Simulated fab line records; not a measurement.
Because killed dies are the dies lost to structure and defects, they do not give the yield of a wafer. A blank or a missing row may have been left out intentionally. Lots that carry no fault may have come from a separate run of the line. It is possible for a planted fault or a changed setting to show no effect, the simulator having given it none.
fab line records	flow sky130
[record] lots = 24	wafers = 72	last_day = 50
route steps=708 shown METAL3@533 VIA3@585 CAP2M@606 METAL4@633
lots with no fault: from the same line, run without faults
start_h: hours from the record's opening day to when the first of the lot's shown wafers began	wait_h: hours from the lot's prior step to this one	" same as the row above	L1.1+2: several wafers, shown together as one row	- no value, or no start was given	* or withheld: withheld	< > ~ a bound
route shown NAME@n: NAME is a module with steps in the file, n the number in the route of the first one	usual: mean and standard deviation over wafers with no fault	same: alike in all rows	chamber/n: place in a boat	sites: each site's reading	_std_site: their standard deviation	_edge_site: the outer-site mean with the inner-site mean subtracted	radius_mm: for every site, how far away it sits from the centre of the wafer	mask NAME#n: copy n	behind: the tool/chamber that last shaped the wafer	hold: what put the lot on hold/how long, in hours/how the hold closed	device: transistor that didn't switch, given as n, p or np	end of line: tests of these same wafers at the route's end	a step without rows: its recipe alone	killed: at the first sort, the dies lost to defects and structure; wafer yield is something else	map: a wafer's dies, x killed, . not, _ none there
set.NAME: the setting as run; set.NAME@STEP: as run at that earlier step	model.NAME: the simulator's own value behind a step, which no gauge read
a sample of lots followed through the steps of the route, with each step as a table and each wafer as a row
services: when a tool's chamber went out of use (start_h, in hours from the record's first day, below 0 if earlier), for how many hours, and the reason
[[steps]]
[step SKY_METAL3_SPUTTER_01]
[recipe] material = TiN	target_thk_nm = 20	power_w = 6500	time_s = 16.7	chamber_pressure_pa = 0.4
[usual] throttle_valve_pct = 30.4/1.2
lot.wafer	tool	chamber	start_h	wait_h	throttle_valve_pct
L076.4	pvd_sputter-04	-	868.68	0.0	28.3
L076.5	"	-	"	"	30.1
L076.6	"	-	"	"	31.1
L075.1	pvd_sputter-01	-	869.80	0.0	31.6
L075.5	"	-	"	"	31.8
L075.6	"	-	"	"	33.0
L074.2	pvd_sputter-01	-	870.54	0.0	29.3
L074.3	"	-	"	"	31.7
L074.4	"	-	"	"	32.9
L077.3	pvd_sputter-02	-	870.85	0.0	30.4
L077.5	"	-	"	"	30.4
L077.6	"	-	"	"	30.3
L078.1	pvd_sputter-04	-	879.70	0.0	28.5
L078.2	"	-	"	"	30.0
L078.3	"	-	"	"	31.3
L079.1	pvd_sputter-02	-	888.32	0.0	30.6
L079.3	"	-	"	"	30.1
L079.6	"	-	"	"	30.2
L080.3	pvd_sputter-02	-	895.64	0.0	30.5
L080.4	"	-	"	"	30.3
L080.6	"	-	"	"	30.4
L081.1	pvd_sputter-02	-	904.40	0.0	31.1
L081.3	"	-	"	"	30.3
L081.6	"	-	"	"	31.2
L082.1	pvd_sputter-02	-	914.59	0.0	30.2
L082.4	"	-	"	"	30.3
L082.5	"	-	"	"	30.3
L083.4	pvd_sputter-02	-	919.98	0.0	31.1
L083.5	"	-	"	"	30.4
L083.6	"	-	"	"	30.2
L084.3	pvd_sputter-02	-	927.78	0.0	31.1
L084.4	"	-	"	"	30.0
L084.5	"	-	"	"	30.3
L085.2	pvd_sputter-04	-	929.07	0.0	31.1
L085.4	"	-	"	"	30.2
L085.6	"	-	"	"	31.2
L086.2	pvd_sputter-02	-	940.18	0.0	30.5
L086.3	"	-	"	"	31.2
L086.6	"	-	"	"	30.5
L087.2	pvd_sputter-04	-	948.77	0.0	29.9
L087.3	"	-	"	"	29.4
L087.5	"	-	"	"	30.0
L088.4	pvd_sputter-04	-	956.17	0.0	28.1
L088.5	"	-	"	"	28.2
L088.6	"	-	"	"	29.5
L089.1	pvd_sputter-04	-	960.60	0.0	29.6
L089.3	"	-	"	"	30.1
L089.4	"	-	"	"	28.3
L090.1	pvd_sputter-04	-	962.52	0.0	28.2
L090.2	"	-	"	"	30.0
L090.5	"	-	"	"	29.5
L093.1	pvd_sputter-02	-	1003.16	0.0	30.4
L093.3	"	-	"	"	30.4
L093.5	"	-	"	"	30.6
L094.2	pvd_sputter-04	-	1005.93	0.0	30.1
L094.4	"	-	"	"	29.4
L094.6	"	-	"	"	28.1
L091.1	pvd_sputter-01	-	1006.98	0.0	33.6
L091.2	"	-	"	"	31.6
L091.3	"	-	"	"	33.1
L095.2	pvd_sputter-01	-	1008.69	0.0	33.0
L095.4	"	-	"	"	29.3
L095.6	"	-	"	"	29.4
L092.2	pvd_sputter-04	-	1010.28	0.0	31.1
L092.3	"	-	"	"	30.4
L092.5	"	-	"	"	29.6
L096.1	pvd_sputter-04	-	1010.92	0.0	29.6
L096.4	"	-	"	"	30.9
L096.5	"	-	"	"	30.0
L097.1	pvd_sputter-02	-	1016.30	0.0	31.4
L097.2	"	-	"	"	30.3
L097.4	"	-	"	"	30.0
[step SKY_METAL3_SPUTTER_04]
[recipe] material = TiN	target_thk_nm = 70	power_w = 6500	time_s = 58.3	chamber_pressure_pa = 0.4
[usual] throttle_valve_pct = 30.4/1.2
lot.wafer	tool	chamber	start_h	wait_h	throttle_valve_pct
L076.4	pvd_sputter-04	-	868.76	0.0	28.2
L076.5	"	-	"	"	30.1
L076.6	"	-	"	"	31.4
L075.1	pvd_sputter-01	-	869.88	0.0	31.6
L075.5	"	-	"	"	31.7
L075.6	"	-	"	"	33.2
L074.2	pvd_sputter-01	-	870.62	0.0	29.3
L074.3	"	-	"	"	31.5
L074.4	"	-	"	"	32.8
L077.3	pvd_sputter-02	-	870.93	0.0	30.4
L077.5	"	-	"	"	30.4
L077.6	"	-	"	"	30.4
L078.1	pvd_sputter-04	-	879.78	0.0	28.4
L078.2	"	-	"	"	30.1
L078.3	"	-	"	"	31.1
L079.1	pvd_sputter-02	-	888.48	0.0	30.4
L079.3	"	-	"	"	30.3
L079.6	"	-	"	"	29.9
L080.3	pvd_sputter-02	-	895.73	0.0	30.2
L080.4	"	-	"	"	30.7
L080.6	"	-	"	"	30.6
L081.1	pvd_sputter-02	-	904.48	0.0	31.2
L081.3	"	-	"	"	30.1
L081.6	"	-	"	"	31.2
L082.1	pvd_sputter-02	-	914.68	0.0	30.6
L082.4	"	-	"	"	30.0
L082.5	"	-	"	"	30.5
L083.4	pvd_sputter-02	-	920.07	0.0	31.1
L083.5	"	-	"	"	30.1
L083.6	"	-	"	"	30.2
L084.3	pvd_sputter-02	-	927.86	0.0	31.2
L084.4	"	-	"	"	30.2
L084.5	"	-	"	"	30.0
L085.2	pvd_sputter-04	-	929.15	0.0	30.9
L085.4	"	-	"	"	30.1
L085.6	"	-	"	"	31.1
L086.2	pvd_sputter-02	-	940.26	0.0	30.5
L086.3	"	-	"	"	31.4
L086.6	"	-	"	"	30.6
L087.2	pvd_sputter-04	-	948.85	0.0	30.2
L087.3	"	-	"	"	29.6
L087.5	"	-	"	"	30.0
L088.4	pvd_sputter-04	-	956.25	0.0	28.3
L088.5	"	-	"	"	28.2
L088.6	"	-	"	"	29.3
L089.1	pvd_sputter-04	-	960.68	0.0	29.5
L089.3	"	-	"	"	30.0
L089.4	"	-	"	"	28.3
L090.1	pvd_sputter-04	-	962.60	0.0	28.1
L090.2	"	-	"	"	30.0
L090.5	"	-	"	"	29.5
L093.1	pvd_sputter-02	-	1003.24	0.0	30.2
L093.3	"	-	"	"	30.7
L093.5	"	-	"	"	30.5
L094.2	pvd_sputter-04	-	1006.01	0.0	30.2
L094.4	"	-	"	"	29.4
L094.6	"	-	"	"	28.3
L091.1	pvd_sputter-01	-	1007.06	0.0	33.2
L091.2	"	-	"	"	31.8
L091.3	"	-	"	"	33.1
L095.2	pvd_sputter-01	-	1008.78	0.0	32.8
L095.4	"	-	"	"	29.4
L095.6	"	-	"	"	29.4
L092.2	pvd_sputter-04	-	1010.36	0.0	31.4
L092.3	"	-	"	"	30.3
L092.5	"	-	"	"	29.5
L096.1	pvd_sputter-04	-	1011.00	0.0	29.3
L096.4	"	-	"	"	31.3
L096.5	"	-	"	"	30.1
L097.1	pvd_sputter-02	-	1016.38	0.0	31.4
L097.2	"	-	"	"	30.0
L097.4	"	-	"	"	30.1
[step SKY_VIA3_CD_MEAS_12]
[recipe] target_cd_nm = 200
[usual] cd_nm = 200.2/1.5
lot.wafer	tool	chamber	start_h	wait_h	cd_nm
L076.4	cd_sem-01	-	946.79	-	201.1
L076.5	"	-	"	"	201.5
L076.6	"	-	"	"	200.8
L075.1	cd_sem-02	-	947.45	-	197.4
L075.5	"	-	"	"	200.0
L075.6	"	-	"	"	199.5
L074.2	cd_sem-02	-	948.21	-	199.8
L074.3	"	-	"	"	200.2
L074.4	"	-	"	"	199.6
L077.3	cd_sem-02	-	949.16	-	200.8
L077.5	"	-	"	"	200.2
L077.6	"	-	"	"	201.3
L078.1	cd_sem-01	-	957.05	-	201.3
L078.2	"	-	"	"	201.8
L078.3	"	-	"	"	200.9
L079.1	cd_sem-02	-	966.07	-	200.0
L079.3	"	-	"	"	198.3
L079.6	"	-	"	"	200.3
L080.3	cd_sem-02	-	972.46	-	203.9
L080.4	"	-	"	"	202.1
L080.6	"	-	"	"	202.7
L081.1	cd_sem-02	-	981.62	-	199.2
L081.3	"	-	"	"	199.0
L081.6	"	-	"	"	200.1
L082.1	cd_sem-01	-	990.38	-	200.2
L082.4	"	-	"	"	199.3
L082.5	"	-	"	"	197.9
L083.4	cd_sem-01	-	996.66	-	203.0
L083.5	"	-	"	"	202.8
L083.6	"	-	"	"	201.6
L084.3	cd_sem-02	-	1003.79	-	201.6
L084.4	"	-	"	"	201.3
L084.5	"	-	"	"	202.3
L085.2	cd_sem-01	-	1004.05	-	199.4
L085.4	"	-	"	"	200.0
L085.6	"	-	"	"	200.2
L086.2	cd_sem-01	-	1015.05	-	201.5
L086.3	"	-	"	"	198.7
L086.6	"	-	"	"	199.8
L087.2	cd_sem-01	-	1023.00	-	201.4
L087.3	"	-	"	"	200.6
L087.5	"	-	"	"	201.3
L088.4	cd_sem-02	-	1030.38	-	197.5
L088.5	"	-	"	"	199.7
L088.6	"	-	"	"	200.5
L089.1	cd_sem-01	-	1033.83	-	200.4
L089.3	"	-	"	"	199.3
L089.4	"	-	"	"	200.0
L090.1	cd_sem-02	-	1036.58	-	196.7
L090.2	"	-	"	"	197.2
L090.5	"	-	"	"	196.5
L093.1	cd_sem-02	-	1071.55	-	201.0
L093.3	"	-	"	"	200.9
L093.5	"	-	"	"	201.1
L094.2	cd_sem-02	-	1073.69	-	200.6
L094.4	"	-	"	"	201.6
L094.6	"	-	"	"	200.8
L091.1	cd_sem-01	-	1073.80	-	200.4
L091.2	"	-	"	"	199.6
L091.3	"	-	"	"	199.1
L095.2	cd_sem-02	-	1075.50	-	199.5
L095.4	"	-	"	"	200.5
L095.6	"	-	"	"	199.0
L092.2	cd_sem-01	-	1076.87	-	201.3
L092.3	"	-	"	"	200.9
L092.5	"	-	"	"	199.3
L096.1	cd_sem-02	-	1077.97	-	198.0
L096.4	"	-	"	"	200.3
L096.5	"	-	"	"	198.2
L097.1	cd_sem-01	-	1081.62	-	201.4
L097.2	"	-	"	"	200.5
L097.4	"	-	"	"	200.6
[step SKY_CAP2M_RS_MEAS_03]
[recipe] thk_meas_gauge = four-point-probe	reads = TiN_of_CAP2M_SPUTTER_02
[usual] CAP2M_TIN_RS = 6.89/0.1
lot.wafer	tool	chamber	start_h	wait_h	CAP2M_TIN_RS[ohm/sq]
L076.4	film_metro-02	-	948.65	0.1	6.99
L076.5	"	-	"	"	6.83
L076.6	"	-	"	"	7.00
L075.1	film_metro-04	-	949.34	0.1	6.91
L075.5	"	-	"	"	6.98
L075.6	"	-	"	"	6.81
L074.2	film_metro-04	-	950.33	0.1	6.74
L074.3	"	-	"	"	6.66
L074.4	"	-	"	"	6.84
L077.3	film_metro-04	-	951.04	0.1	6.81
L077.5	"	-	"	"	7.02
L077.6	"	-	"	"	6.91
L078.1	film_metro-02	-	958.92	0.1	6.82
L078.2	"	-	"	"	6.98
L078.3	"	-	"	"	7.02
L079.1	film_metro-01	-	967.95	0.1	7.02
L079.3	"	-	"	"	6.92
L079.6	"	-	"	"	6.98
L080.3	film_metro-04	-	974.83	0.1	6.81
L080.4	"	-	"	"	6.80
L080.6	"	-	"	"	6.86
L081.1	film_metro-02	-	983.48	0.1	7.00
L081.3	"	-	"	"	6.80
L081.6	"	-	"	"	6.91
L082.1	film_metro-02	-	992.28	0.1	7.06
L082.4	"	-	"	"	6.96
L082.5	"	-	"	"	7.00
L083.4	film_metro-04	-	998.57	0.1	6.92
L083.5	"	-	"	"	6.88
L083.6	"	-	"	"	6.96
L084.3	film_metro-04	-	1005.64	0.1	6.86
L084.4	"	-	"	"	6.90
L084.5	"	-	"	"	6.73
L085.2	film_metro-02	-	1005.91	0.1	6.88
L085.4	"	-	"	"	6.81
L085.6	"	-	"	"	6.81
L086.2	film_metro-02	-	1016.94	0.1	6.90
L086.3	"	-	"	"	7.01
L086.6	"	-	"	"	6.97
L087.2	film_metro-01	-	1024.86	0.1	6.74
L087.3	"	-	"	"	6.79
L087.5	"	-	"	"	6.78
L088.4	film_metro-02	-	1032.24	0.1	6.69
L088.5	"	-	"	"	6.79
L088.6	"	-	"	"	6.95
L089.1	film_metro-02	-	1035.97	0.1	6.80
L089.3	"	-	"	"	6.93
L089.4	"	-	"	"	6.80
L090.1	film_metro-01	-	1045.51	0.1	6.92
L090.2	"	-	"	"	6.88
L090.5	"	-	"	"	6.78
L093.1	film_metro-01	-	1073.41	0.1	6.88
L093.3	"	-	"	"	6.92
L093.5	"	-	"	"	6.95
L094.2	film_metro-02	-	1075.81	0.1	6.83
L094.4	"	-	"	"	6.91
L094.6	"	-	"	"	6.93
L091.1	film_metro-04	-	1075.87	0.1	6.90
L091.2	"	-	"	"	6.95
L091.3	"	-	"	"	6.87
L095.2	film_metro-04	-	1077.39	0.1	6.78
L095.4	"	-	"	"	6.84
L095.6	"	-	"	"	6.90
L092.2	film_metro-01	-	1078.73	0.1	6.98
L092.3	"	-	"	"	6.82
L092.5	"	-	"	"	7.03
L096.1	film_metro-02	-	1079.84	0.1	6.87
L096.4	"	-	"	"	7.07
L096.5	"	-	"	"	6.98
L097.1	film_metro-02	-	1083.49	0.1	6.94
L097.2	"	-	"	"	7.01
L097.4	"	-	"	"	6.90
[step SKY_CAP2M_STRIP_14]
[recipe] chemistry = O2/N2	power_w = 1400	pressure_mtorr = 1500	platen_temp_c = withheld	o2_flow_sccm = 3000	n2_flow_sccm = 300	overash_fraction = 0.5
[usual] chamber_pressure_mTorr = 1500.1/1.3	drypump_motor_current_A = 5.6/0.58	oes_product_au = 0.710/0.0049	strip_time_to_endpoint_s = 12.67/0.055
[same] overash_fraction = 0.5
lot.wafer	tool	chamber	start_h	wait_h	chamber_pressure_mTorr	drypump_motor_current_A	oes_product_au	rf_hours_counter_h	strip_time_to_endpoint_s
L076.4	plasma_asher-02	1	972.51	0.1	1496.2	5.5	0.713	-	12.77
L076.5	"	0	"	"	1501.8	4.9	0.710	-	12.70
L076.6	"	1	"	"	1498.2	5.6	0.709	-	12.79
L075.1	plasma_asher-02	0	973.96	0.1	1501.3	4.8	0.708	50	12.62
L075.5	"	1	"	"	1499.8	5.6	0.717	-	12.69
L075.6	"	0	"	"	1499.4	4.8	0.717	-	12.63
L074.2	plasma_asher-02	1	974.63	0.1	1501.4	5.6	0.712	50	12.76
L074.3	"	1	"	"	1501.2	5.6	0.715	-	12.79
L074.4	"	0	"	"	1502.1	4.9	0.712	-	12.67
L077.3	plasma_asher-02	1	975.33	0.1	1500.3	5.6	0.715	-	12.53
L077.5	"	1	"	"	1499.3	5.6	0.702	-	12.53
L077.6	"	0	"	"	1500.3	4.9	0.717	-	12.63
L078.1	plasma_asher-01	1	983.08	0.1	1500.9	5.5	0.712	88	12.64
L078.2	"	0	"	"	1497.9	6.6	0.715	88	12.77
L078.3	"	1	"	"	1499.4	5.5	0.712	-	12.64
L079.1	plasma_asher-03	0	992.16	0.1	1498.8	6.1	0.708	114	12.63
L079.3	"	0	"	"	1500.9	6.1	0.719	-	12.69
L079.6	"	1	"	"	1499.7	5.1	0.704	-	12.63
L080.3	plasma_asher-02	1	999.43	0.1	1500.9	5.6	0.711	-	12.72
L080.4	"	0	"	"	1501.2	4.9	0.708	-	12.66
L080.6	"	1	"	"	1498.6	5.6	0.706	-	12.66
L081.1	plasma_asher-01	1	1007.93	0.1	1501.2	5.5	0.715	91	12.67
L081.3	"	1	"	"	1500.8	5.4	0.697	-	12.69
L081.6	"	0	"	"	1499.0	6.7	0.710	-	12.60
L082.1	plasma_asher-02	0	1016.24	0.1	1498.9	4.9	0.713	55	12.61
L082.4	"	1	"	"	1498.7	5.6	0.711	-	12.71
L082.5	"	0	"	"	1500.3	4.9	0.712	-	12.60
L083.4	plasma_asher-03	0	1022.13	0.1	1499.1	6.1	0.712	-	12.67
L083.5	"	1	"	"	1499.7	5.1	0.712	-	12.67
L083.6	"	0	"	"	1501.4	6.1	0.721	-	12.65
L084.3	plasma_asher-01	0	1028.09	0.1	1499.5	6.6	0.710	-	12.66
L084.4	"	1	"	"	1500.2	5.5	0.708	-	12.74
L084.5	"	1	"	"	1501.1	5.5	0.709	-	12.65
L085.2	plasma_asher-03	1	1028.68	0.1	1501.4	5.1	0.701	117	12.64
L085.4	"	0	"	"	1498.2	6.1	0.714	-	12.68
L085.6	"	1	"	"	1501.6	5.1	0.698	-	12.68
L086.2	plasma_asher-03	0	1038.11	0.1	1503.4	6.1	0.715	118	12.68
L086.3	"	1	"	"	1499.5	5.1	0.705	-	12.71
L086.6	"	1	"	"	1500.8	5.1	0.709	-	12.68
L087.2	plasma_asher-01	1	1046.94	0.1	1498.9	5.4	0.713	94	12.63
L087.3	"	1	"	"	1500.6	5.4	0.711	-	12.66
L087.5	"	1	"	"	1499.0	5.4	0.700	-	12.73
L088.4	plasma_asher-01	0	1051.39	0.1	1499.7	6.6	0.712	-	12.68
L088.5	"	0	"	"	1498.4	6.6	0.703	-	12.71
L088.6	"	1	"	"	1500.9	5.5	0.709	-	12.76
L089.1	plasma_asher-02	0	1056.68	0.1	1501.1	4.9	0.711	59	12.69
L089.3	"	1	"	"	1499.2	5.6	0.714	-	12.68
L089.4	"	0	"	"	1500.7	4.9	0.711	-	12.65
L090.1	plasma_asher-01	1	1066.24	0.1	1501.1	5.4	0.717	96	12.65
L090.2	"	0	"	"	1497.9	6.7	0.710	96	12.63
L090.5	"	1	"	"	1497.7	5.5	0.710	-	12.62
L093.1	plasma_asher-02	1	1094.64	0.1	1499.7	5.5	0.712	62	12.62
L093.3	"	1	"	"	1500.8	5.5	0.711	-	12.61
L093.5	"	0	"	"	1499.7	4.9	0.714	-	12.63
L094.2	plasma_asher-03	0	1096.83	0.1	1500.3	6.1	0.706	3	12.55
L094.4	"	0	"	"	1501.4	6.1	0.719	-	12.61
L094.6	"	0	"	"	1502.1	6.1	0.709	-	12.61
L091.1	plasma_asher-02	0	1097.13	0.1	1500.9	4.9	0.705	62	12.66
L091.2	"	1	"	"	1499.4	5.5	0.709	62	12.64
L091.3	"	0	"	"	1499.4	4.9	0.705	-	12.64
L095.2	plasma_asher-02	0	1098.53	0.1	1499.6	4.9	0.717	63	12.66
L095.4	"	0	"	"	1500.0	4.9	0.707	-	12.68
L095.6	"	0	"	"	1500.9	4.9	0.712	-	12.59
L092.2	plasma_asher-01	0	1099.64	0.1	1501.8	6.6	0.710	100	12.66
L092.3	"	1	"	"	1501.4	5.5	0.715	-	12.67
L092.5	"	0	"	"	1501.6	6.6	0.711	-	12.66
L096.1	plasma_asher-02	0	1100.56	0.1	1499.7	4.9	0.714	63	12.70
L096.4	"	1	"	"	1499.0	5.6	0.713	-	12.74
L096.5	"	1	"	"	1499.7	5.6	0.712	-	12.78
L097.1	plasma_asher-03	1	1103.73	0.1	1499.0	5.1	0.712	4	12.68
L097.2	"	0	"	"	1502.4	6.1	0.709	4	12.71
L097.4	"	1	"	"	1500.1	5.1	0.715	-	12.69
[step SKY_METAL4_ETCH_17]
[recipe] target = SiO2	stop_on = TiN	chemistry = C4F8/O2/Ar	source_w = 1500	bias_w = 1200	pressure_mtorr = 40	c4f8_flow_sccm = withheld	O2_flow_sccm = 6	Ar_flow_sccm = 300	time_s = 3.9	target_depth_a = 150
[usual] chamber_pressure_mTorr = 40.00/0.035	oes_product_au = 0.755/0.01	rf_fwd_power_W = 1467/5.9
lot.wafer	tool	chamber	start_h	wait_h	chamber_pressure_mTorr	oes_product_au	rf_fwd_power_W	rf_hours_counter_h
L076.4	rie_diel-01	1	998.70	0.0	40.00	0.768	1463	12
L076.5	"	1	"	"	40.01	0.752	1465	-
L076.6	"	0	"	"	39.96	0.762	1472	-
L075.1	rie_diel-01	2	999.68	0.1	40.02	0.741	1473	22
L075.5	"	2	"	"	39.96	0.746	1471	-
L075.6	"	3	"	"	40.03	0.754	1465	-
L074.2	rie_diel-02	2	1000.50	0.1	39.96	0.751	1464	12
L074.3	"	1	"	"	40.02	0.759	1463	13
L074.4	"	3	"	"	40.01	0.778	1467	4
L077.3	rie_diel-02	2	1001.01	0.0	39.96	0.765	1472	12
L077.5	"	2	"	"	40.02	0.756	1462	-
L077.6	"	1	"	"	40.00	0.779	1468	-
L078.1	rie_diel-03	0	1008.58	0.2	39.98	0.757	1468	6
L078.2	"	1	"	"	40.05	0.762	1476	10
L078.3	"	3	"	"	40.03	0.748	1467	15
L079.1	rie_diel-01	2	1016.80	0.1	40.04	0.750	1466	23
L079.3	"	3	"	"	40.05	0.772	1453	19
L079.6	"	2	"	"	39.97	0.769	1465	-
L080.3	rie_diel-02	0	1023.23	0.0	40.03	0.749	1472	9
L080.4	"	3	"	"	39.94	0.760	1475	5
L080.6	"	2	"	"	39.98	0.762	1458	-
L081.1	rie_diel-01	2	1031.88	0.1	40.02	0.746	1464	24
L081.3	"	3	"	"	39.99	0.754	1462	20
L081.6	"	3	"	"	39.97	0.756	1465	-
L082.1	rie_diel-02	0	1037.98	0.1	40.03	0.758	1467	9
L082.4	"	2	"	"	39.98	0.760	1462	13
L082.5	"	3	"	"	40.01	0.747	1482	-
L083.4	rie_diel-02	2	1045.73	0.0	39.99	0.768	1460	13
L083.5	"	2	"	"	39.94	0.765	1465	-
L083.6	"	1	"	"	39.99	0.756	1465	-
L084.3	rie_diel-02	3	1049.46	0.0	39.99	0.767	1478	6
L084.4	"	2	"	"	39.96	0.754	1469	13
L084.5	"	0	"	"	39.93	0.770	1461	-
L085.2	rie_diel-03	2	1049.81	0.1	39.96	0.744	1467	12
L085.4	"	1	"	"	39.98	0.742	1469	11
L085.6	"	3	"	"	39.94	0.751	1473	-
L086.2	rie_diel-01	0	1059.73	0.1	39.91	0.756	1480	5
L086.3	"	1	"	"	39.99	0.736	1463	15
L086.6	"	0	"	"	40.00	0.756	1465	-
L087.2	rie_diel-01	1	1068.90	0.1	39.99	0.767	1460	15
L087.3	"	3	"	"	40.02	0.750	1463	21
L087.5	"	2	"	"	40.03	0.752	1472	-
L088.4	rie_diel-03	0	1073.73	0.0	40.05	0.759	1468	8
L088.5	"	0	"	"	40.04	0.739	1463	-
L088.6	"	1	"	"	39.99	0.754	1469	-
L089.1	rie_diel-02	0	1078.96	0.1	39.95	0.760	1475	10
L089.3	"	2	"	"	39.94	0.753	1458	14
L089.4	"	3	"	"	39.99	0.778	1472	7
L090.1	rie_diel-02	3	1088.35	0.1	40.00	0.747	1463	7
L090.2	"	2	"	"	39.95	0.739	1458	14
L090.5	"	2	"	"	39.96	0.754	1458	-
L093.1	rie_diel-01	3	1115.61	0.1	39.99	0.748	1460	22
L093.3	"	1	"	"	39.98	0.741	1460	16
L093.5	"	2	"	"	40.01	0.758	1466	-
L094.2	rie_diel-03	3	1118.26	0.1	40.08	0.760	1468	19
L094.4	"	3	"	"	39.98	0.756	1465	-
L094.6	"	2	"	"	40.01	0.770	1467	-
L091.1	rie_diel-01	1	1118.61	0.1	40.03	0.746	1458	17
L091.2	"	0	"	"	40.04	0.753	1461	7
L091.3	"	2	"	"	40.02	0.742	1466	27
L095.2	rie_diel-02	2	1119.85	0.1	39.97	0.738	1460	15
L095.4	"	3	"	"	39.96	0.765	1470	8
L095.6	"	0	"	"	40.01	0.754	1473	-
L092.2	rie_diel-01	1	1121.20	0.1	40.00	0.756	1464	17
L092.3	"	0	"	"	39.97	0.737	1475	7
L092.5	"	2	"	"	40.04	0.738	1471	-
L096.1	rie_diel-02	1	1121.55	0.1	40.01	0.750	1468	17
L096.4	"	2	"	"	39.99	0.776	1462	15
L096.5	"	2	"	"	40.01	0.766	1461	-
L097.1	rie_diel-01	0	1124.53	0.1	39.97	0.758	1472	7
L097.2	"	1	"	"	40.02	0.753	1462	17
L097.4	"	2	"	"	40.01	0.755	1467	27
[[services]]
tool	chamber	start_h	hours	kind
pvd_sputter-02	-	850.79	6.3	repair
pvd_sputter-01	-	882.10	2.1	repair
pvd_sputter-01	-	891.90	8.9	repair
rie_diel-03	3	894.05	1.6	repair
rie_diel-02	0	915.99	2.6	repair
rie_diel-02	2	929.66	22.8	repair
plasma_asher-03	-	935.92	0.7	repair
plasma_asher-03	-	949.93	4.3	pm
pvd_sputter-02	-	956.01	14.5	repair
plasma_asher-01	-	957.01	2.8	pm
pvd_sputter-02	-	963.60	5.1	repair
plasma_asher-03	-	974.69	5.6	repair
pvd_sputter-02	-	989.07	8.4	repair
pvd_sputter-01	-	1043.03	21.2	repair
pvd_sputter-04	-	1044.65	2.2	repair
plasma_asher-02	-	1047.42	1.4	repair
plasma_asher-03	-	1055.25	9.0	pm
pvd_sputter-02	-	1067.07	2.8	repair
pvd_sputter-01	-	1093.10	6.4	repair
rie_diel-01	-	1096.45	0.4	repair
plasma_asher-02	-	1101.56	14.6	pm
rie_diel-01	0	1113.52	4.2	repair
pvd_sputter-01	-	1117.76	3.9	repair
plasma_asher-01	-	1124.13	13.3	repair
[[key]]
fault none
